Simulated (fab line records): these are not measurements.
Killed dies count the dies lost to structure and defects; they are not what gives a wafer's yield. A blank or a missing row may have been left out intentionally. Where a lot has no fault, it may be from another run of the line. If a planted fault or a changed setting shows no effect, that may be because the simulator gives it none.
What tool caused it? || flow gf180mcu || Sampling: 12 lots, 36 wafers, 4 of 602 route steps

## WHAT THE GAUGES SHOWED, per wafer
GF_STI_THK_MEAS_24. Usual: for STI_CVD_23_THK the level is 653 nm and the standard deviation is 8.8.
{"lot": "L298", "measured": "day 2 09:10", "on": "film_metro-01", "STI_CVD_23_THK (nm)": "655 647 661", "flag": ""}
{"lot": "L299", "measured": "day 2 12:58", "on": "film_metro-01", "STI_CVD_23_THK (nm)": "640 645 656", "flag": ""}
{"lot": "L301", "measured": "day 2 23:48", "on": "film_metro-01", "STI_CVD_23_THK (nm)": "637 640 656", "flag": ""}
{"lot": "L302", "measured": "day 3 05:07", "on": "film_metro-03", "STI_CVD_23_THK (nm)": "659 657 657", "flag": ""}
{"lot": "L303", "measured": "day 3 10:52", "on": "film_metro-01", "STI_CVD_23_THK (nm)": "655 648 657", "flag": ""}
{"lot": "L304", "measured": "day 3 14:54", "on": "film_metro-02", "STI_CVD_23_THK (nm)": "647 658 655", "flag": ""}
{"lot": "L305", "measured": "day 3 20:20", "on": "film_metro-02", "STI_CVD_23_THK (nm)": "655 662 644", "flag": ""}
{"lot": "L306", "measured": "day 4 03:40", "on": "film_metro-02", "STI_CVD_23_THK (nm)": "661 671 637", "flag": ""}
{"lot": "L307", "measured": "day 4 08:25", "on": "film_metro-03", "STI_CVD_23_THK (nm)": "656 653 643", "flag": ""}
{"lot": "L315", "measured": "day 6 00:52", "on": "film_metro-01", "STI_CVD_23_THK (nm)": "532 518 531", "flag": "OFF"}
{"lot": "L317", "measured": "day 6 09:27", "on": "film_metro-02", "STI_CVD_23_THK (nm)": "517 526 535", "flag": "OFF"}
{"lot": "L320", "measured": "day 7 02:50", "on": "film_metro-03", "STI_CVD_23_THK (nm)": "647 644 653", "flag": ""}

GF_V3_OVL_MEAS_15. Usual: for V3_OVL the level is 1 nm and the standard deviation is 5.3.
{"lot": "L298", "measured": "day 23 00:15", "on": "overlay-02", "V3_OVL (nm)": "-5 -12 -8", "flag": ""}
{"lot": "L299", "measured": "day 23 03:44", "on": "overlay-01", "V3_OVL (nm)": "-1 2 3", "flag": ""}
{"lot": "L301", "measured": "day 23 19:21", "on": "overlay-01", "V3_OVL (nm)": "-6 0 -3", "flag": ""}
{"lot": "L302", "measured": "day 24 07:38", "on": "overlay-02", "V3_OVL (nm)": "6 -3 2", "flag": ""}
{"lot": "L303", "measured": "day 24 15:02", "on": "overlay-01", "V3_OVL (nm)": "10 10 8", "flag": ""}
{"lot": "L304", "measured": "day 24 20:49", "on": "overlay-01", "V3_OVL (nm)": "-1 -3 -4", "flag": ""}
{"lot": "L305", "measured": "day 25 08:15", "on": "overlay-01", "V3_OVL (nm)": "2 4 -2", "flag": ""}
{"lot": "L306", "measured": "day 25 16:44", "on": "overlay-02", "V3_OVL (nm)": "13 9 4", "flag": ""}
{"lot": "L307", "measured": "day 25 23:33", "on": "overlay-01", "V3_OVL (nm)": "-3 -3 4", "flag": ""}
{"lot": "L315", "measured": "day 28 11:09", "on": "overlay-02", "V3_OVL (nm)": "-8 -3 -5", "flag": ""}
{"lot": "L317", "measured": "day 28 19:20", "on": "overlay-01", "V3_OVL (nm)": "5 -1 6", "flag": ""}
{"lot": "L320", "measured": "day 29 18:25", "on": "overlay-01", "V3_OVL (nm)": "11 2 5", "flag": ""}

## EACH LOT AND THE TOOL THAT RAN IT (in order: tool; ch and the chambers of the sampled wafers; start)
{"lot": "L298", "GF_STI_CVD_23": "hdpcvd-01 ch 0,1,2, day 2 09:05", "GF_STI_CMP_25": "cmp-02 ch 1,2, day 2 09:13"}
{"lot": "L299", "GF_STI_CVD_23": "hdpcvd-01 ch 0,1, day 2 12:53", "GF_STI_CMP_25": "cmp-01 ch 0,3, day 2 13:04"}
{"lot": "L301", "GF_STI_CVD_23": "hdpcvd-02 ch 0,2, day 2 23:42", "GF_STI_CMP_25": "cmp-02 ch 1,3, day 2 23:50"}
{"lot": "L302", "GF_STI_CVD_23": "hdpcvd-02 ch 0,1, day 3 05:03", "GF_STI_CMP_25": "cmp-01 ch 1,2, day 3 05:11"}
{"lot": "L303", "GF_STI_CVD_23": "hdpcvd-02 ch 0,2, day 3 10:47", "GF_STI_CMP_25": "cmp-01 ch 1,2,3, day 3 10:58"}
{"lot": "L304", "GF_STI_CVD_23": "hdpcvd-01 ch 0,1,2, day 3 14:48", "GF_STI_CMP_25": "cmp-01 ch 0,1,2, day 3 15:02"}
{"lot": "L305", "GF_STI_CVD_23": "hdpcvd-02 ch 1,2, day 3 20:14", "GF_STI_CMP_25": "cmp-02 ch 0,1,2, day 3 20:31"}
{"lot": "L306", "GF_STI_CVD_23": "hdpcvd-01 ch 1,2, day 4 03:34", "GF_STI_CMP_25": "cmp-01 ch 1,2, day 4 03:46"}
{"lot": "L307", "GF_STI_CVD_23": "hdpcvd-02 ch 1,2, day 4 08:19", "GF_STI_CMP_25": "cmp-01 ch 1,2, day 4 08:28"}
{"lot": "L315", "GF_STI_CVD_23": "hdpcvd-01 ch 0,1, day 6 00:47", "GF_STI_CMP_25": "cmp-02 ch 0,3, day 6 00:59"}
{"lot": "L317", "GF_STI_CVD_23": "hdpcvd-01 ch 0,1,2, day 6 09:23", "GF_STI_CMP_25": "cmp-02 ch 0,2, day 6 09:31"}
{"lot": "L320", "GF_STI_CVD_23": "hdpcvd-02 ch 0,1,2, day 7 02:46", "GF_STI_CMP_25": "cmp-01 ch 2,3, day 7 02:55"}
- GF_STI_CVD_23: deposits SiO2, target thk 650 nm, time 108.3 s.
- GF_STI_CMP_25: polishes, stops on Si3N4, t overpolish 33 s, target thk 524.6 nm.

## AS READ BY THE TOOLS THEMSELVES (means over the sampled wafers that have a number; for cases with no such wafer, the mark the record gives instead)
GF_STI_CVD_23. Usual: sih4_flow_sccm 60.00 sccm, standard deviation 0.15.
{"lot": "L298", "tool": "hdpcvd-01", "sih4_flow_sccm (sccm)": 60.03, "flag": ""}
{"lot": "L299", "tool": "hdpcvd-01", "sih4_flow_sccm (sccm)": 59.99, "flag": ""}
{"lot": "L301", "tool": "hdpcvd-02", "sih4_flow_sccm (sccm)": 60.09, "flag": ""}
{"lot": "L302", "tool": "hdpcvd-02", "sih4_flow_sccm (sccm)": 60.00, "flag": ""}
{"lot": "L303", "tool": "hdpcvd-02", "sih4_flow_sccm (sccm)": 59.94, "flag": ""}
{"lot": "L304", "tool": "hdpcvd-01", "sih4_flow_sccm (sccm)": 59.93, "flag": ""}
{"lot": "L305", "tool": "hdpcvd-02", "sih4_flow_sccm (sccm)": 59.93, "flag": ""}
{"lot": "L306", "tool": "hdpcvd-01", "sih4_flow_sccm (sccm)": 60.02, "flag": ""}
{"lot": "L307", "tool": "hdpcvd-02", "sih4_flow_sccm (sccm)": 59.92, "flag": ""}
{"lot": "L315", "tool": "hdpcvd-01", "sih4_flow_sccm (sccm)": 47.85, "flag": "OFF"}
{"lot": "L317", "tool": "hdpcvd-01", "sih4_flow_sccm (sccm)": 47.92, "flag": "OFF"}
{"lot": "L320", "tool": "hdpcvd-02", "sih4_flow_sccm (sccm)": 59.95, "flag": ""}

GF_STI_CMP_25. Usual: head_pressure_psi 4.000 psi, standard deviation 0.0089; motor_current_A 11.9 A, standard deviation 0.81; retaining_ring_pressure_frac 0.999, standard deviation 0.0051; slurry_flow_ml_min 150.0, standard deviation 0.48; time_to_endpoint_s 122 s, standard deviation 5.5.
{"lot": "L298", "tool": "cmp-02", "head_pressure_psi (psi)": 3.996, "motor_current_A (A)": 12.9, "retaining_ring_pressure_frac": 0.998, "slurry_flow_ml_min": 150.0, "time_to_endpoint_s (s)": 121, "flag": ""}
{"lot": "L299", "tool": "cmp-01", "head_pressure_psi (psi)": 3.999, "motor_current_A (A)": 12.6, "retaining_ring_pressure_frac": 1.000, "slurry_flow_ml_min": 150.3, "time_to_endpoint_s (s)": 126, "flag": ""}
{"lot": "L301", "tool": "cmp-02", "head_pressure_psi (psi)": 3.997, "motor_current_A (A)": 11.2, "retaining_ring_pressure_frac": 1.003, "slurry_flow_ml_min": 150.4, "time_to_endpoint_s (s)": 116, "flag": ""}
{"lot": "L302", "tool": "cmp-01", "head_pressure_psi (psi)": 4.005, "motor_current_A (A)": 11.0, "retaining_ring_pressure_frac": 0.998, "slurry_flow_ml_min": 149.9, "time_to_endpoint_s (s)": 118, "flag": ""}
{"lot": "L303", "tool": "cmp-01", "head_pressure_psi (psi)": 4.003, "motor_current_A (A)": 11.7, "retaining_ring_pressure_frac": 1.001, "slurry_flow_ml_min": 149.7, "time_to_endpoint_s (s)": 120, "flag": ""}
{"lot": "L304", "tool": "cmp-01", "head_pressure_psi (psi)": 4.001, "motor_current_A (A)": 12.0, "retaining_ring_pressure_frac": 0.999, "slurry_flow_ml_min": 150.2, "time_to_endpoint_s (s)": 122, "flag": ""}
{"lot": "L305", "tool": "cmp-02", "head_pressure_psi (psi)": 4.008, "motor_current_A (A)": 12.5, "retaining_ring_pressure_frac": 1.004, "slurry_flow_ml_min": 149.5, "time_to_endpoint_s (s)": 124, "flag": ""}
{"lot": "L306", "tool": "cmp-01", "head_pressure_psi (psi)": 4.003, "motor_current_A (A)": 11.3, "retaining_ring_pressure_frac": 1.004, "slurry_flow_ml_min": 149.7, "time_to_endpoint_s (s)": 124, "flag": ""}
{"lot": "L307", "tool": "cmp-01", "head_pressure_psi (psi)": 4.002, "motor_current_A (A)": 11.3, "retaining_ring_pressure_frac": 1.002, "slurry_flow_ml_min": 150.3, "time_to_endpoint_s (s)": 118, "flag": ""}
{"lot": "L315", "tool": "cmp-02", "head_pressure_psi (psi)": 4.005, "motor_current_A (A)": 11.3, "retaining_ring_pressure_frac": 0.996, "slurry_flow_ml_min": 150.1, "time_to_endpoint_s (s)": 94, "flag": "OFF"}
{"lot": "L317", "tool": "cmp-02", "head_pressure_psi (psi)": 3.990, "motor_current_A (A)": 12.7, "retaining_ring_pressure_frac": 1.000, "slurry_flow_ml_min": 150.0, "time_to_endpoint_s (s)": 98, "flag": "OFF"}
{"lot": "L320", "tool": "cmp-01", "head_pressure_psi (psi)": 4.009, "motor_current_A (A)": 12.0, "retaining_ring_pressure_frac": 0.997, "slurry_flow_ml_min": 150.4, "time_to_endpoint_s (s)": 127, "flag": ""}

## THE ANSWER, worked out from the rows above alone
Rule: lot off if the mean of its wafers having a number is beyond 3 standard deviations from the usual mean. A lot without any number at a reading at which 4 lots or more have one is off too. All remaining lots with rows at the step are treated as sound. First the gauges in route order, then the tools' own readings, where a lot's mean is used as printed above. The first step at which some lot is off is used, and at that step the reading that is off furthest; a lot without a number counts as furthest.
Off: L315, L317, seen at GF_STI_THK_MEAS_24 (STI_CVD_23_THK).
If a tool, at a process step before that reading, ran all the lots that are off and no sound lot after the first of them, it fits. The gauges at GF_STI_THK_MEAS_24 aren't tried: what is off there is off at GF_STI_CVD_23 too, on other tools, and a gauge's error can't cause that. One candidate fits, namely hdpcvd-01 at GF_STI_CVD_23. Its last sound lot is L306 (day 4 03:34), its first lot that is off L315 (day 6 00:47): a fault that began between those two fits.
The tool's own readings at GF_STI_CVD_23 bear it out: on the lots that are off they differ by more than 5 times the standard deviation of the sound lots' means. sih4_flow_sccm reads 47.89 sccm there against 59.98 sccm on the sound lots.

## WHAT THE SIMULATOR HAD INSERTED
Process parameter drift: hdpcvd-01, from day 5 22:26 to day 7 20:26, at GF_STI_CVD_23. Setting sih4_flow_sccm shifted by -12 from 60. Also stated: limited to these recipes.
Shown lots that were struck: L315, L317. This agrees with what the rule above found.
